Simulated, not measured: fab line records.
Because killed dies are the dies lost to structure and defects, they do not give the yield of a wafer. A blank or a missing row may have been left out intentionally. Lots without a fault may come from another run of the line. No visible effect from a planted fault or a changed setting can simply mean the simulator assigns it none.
Chamber matching -- flow gf180mcu -- GF_V5_ETCH_16 on rie_diel-02: 4 sister chambers
The step etches BARC in N2/H2. 4 wafers are shown with their chamber, then 10 later ones without.

== WAFERS WITH THEIR CHAMBER ==
wafer,chamber,drypump_motor_current_A (A)
L084.1,2,5.5
L085.6,0,5.4
L090.1,3,5.8
L090.3,1,6.2

== WAFERS WITH NO CHAMBER GIVEN ==
wafer,drypump_motor_current_A (A)
L090.5,5.4
L091.1,5.8
L091.4,5.4
L091.6,5.8
L093.4,5.8
L093.5,6.3
L093.6,5.4
L095.1,5.8
L095.2,5.4
L095.4,5.5

== WHICH CHAMBER EACH WENT THROUGH ==
wafer,from the rows above,in truth
L090.5,0,0
L091.1,3,3
L091.4,0,0
L091.6,3,3
L093.4,3,3
L093.5,1,1
L093.6,0,0
L095.1,3,3
L095.2,0,0
L095.4,2,2
10 of 10 placed correctly. Number that these rows cannot place: 0. 0 placed wrongly.
How it was worked out, from the rows above alone: a wafer's distance from a chamber is the root of the sum, over the readings, of the square of ((its reading less the chamber's mean) divided by the reading's scatter). The wafer belongs to the nearest chamber; if the next one is less than 2 further off, it can't be placed. Each chamber's mean is taken over the wafers shown for it. The scatter: with one shown wafer a chamber, the root of the mean of the squares of how far each hidden wafer lies from its nearest shown one.
